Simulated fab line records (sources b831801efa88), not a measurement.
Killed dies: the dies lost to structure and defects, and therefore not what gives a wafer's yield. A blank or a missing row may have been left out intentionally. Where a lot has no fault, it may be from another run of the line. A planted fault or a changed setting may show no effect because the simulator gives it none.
One fault seen from 2 desks :: flow gf180mcu :: what lay behind the numbers comes last; until then each desk has only its own

## DESK OF THE TOOL OWNER: pecvd-03
The tool's own readings at GF_PASSIVATION_CVD_00 (deposits SiO2 from TEOS, target thk 1000 nm, time 111.95 s): means of the sampled wafers that have a number, for each lot that ran on this tool. The brackets show how far a lot's mean lies from the usual mean; more than 4 standard deviations puts the lot out of limits, marked OUT.
Columns: A = heaterPowerW at GF_PASSIVATION_CVD_00, usual 627 W; B = runLengthS at GF_PASSIVATION_CVD_00, usual 139.9 s
lot: L908
first seen here: day 29 21:50
A: 642
B: 140.2

lot: L912
first seen here: day 31 00:44
A: 682
B: 139.9

lot: L915
first seen here: day 31 20:35
A: 717
B: 136.9 (-5.1) OUT

lot: L916
first seen here: day 32 00:47
A: 674
B: 136.8 (-5.3) OUT
This desk finds L915, L916 out of limits, L915 being first, at day 31 20:35 (runLengthS at GF_PASSIVATION_CVD_00). Within limits: L908, L912.

## FROM THE METROLOGY DESK
Lot by lot, what the gauges showed, no matter which tool ran the lot: averages of those sampled wafers that carry a number. The brackets show how far a lot's mean lies from the usual mean; more than 4 standard deviations puts the lot out of limits, marked OUT.
Columns: A = TOP_METAL_OVL at GF_TOP_METAL_OVL_MEAS_15, usual -0.1 nm; B = PASSIVATION_CVD_00_THK at GF_PASSIVATION_THK_MEAS_01, usual 999 nm
lot: L903
first seen here: day 28 03:35
A: -0.7
B: 1004

lot: L905
first seen here: day 28 21:53
A: -0.2
B: 1001

lot: L906
first seen here: day 29 07:34
A: -0.9
B: 1005

lot: L908
first seen here: day 29 21:02
A: -1.5
B: 1011

lot: L910
first seen here: day 30 07:56
A: 0.3
B: 990

lot: L912
first seen here: day 30 23:58
A: 0.6
B: 990

lot: L914
first seen here: day 31 19:30
A: -0.4
B: 994

lot: L915
first seen here: day 31 19:42
A: -1.7
B: 959

lot: L916
first seen here: day 32 00:02
A: 0.7
B: 970

lot: L922
first seen here: day 33 14:28
A: 0.4
B: 994

lot: L923
first seen here: day 33 17:10
A: 0.3
B: 1007

lot: L925
first seen here: day 34 04:06
A: 0.8
B: 1005
This desk found nothing out of limits on any of the 12 lots.

## PUT TOGETHER
An alarm could have come from the tool owner's desk at day 31 20:35, on L915, L916.
Nothing out of limits was seen by the metrology desk.
The metrology desk has L915, L916 on record, within its limits.
On pecvd-03, each named lot ran GF_PASSIVATION_CVD_00.

## WHAT THE SIMULATOR HAD INSERTED
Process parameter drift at GF_PASSIVATION_CVD_00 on pecvd-03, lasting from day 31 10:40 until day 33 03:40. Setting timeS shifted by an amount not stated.
Struck lots among those shown: L915, L916.
Time in hours from fault onset to the first out-of-limits reading at each desk: the tool owner's desk, 10.
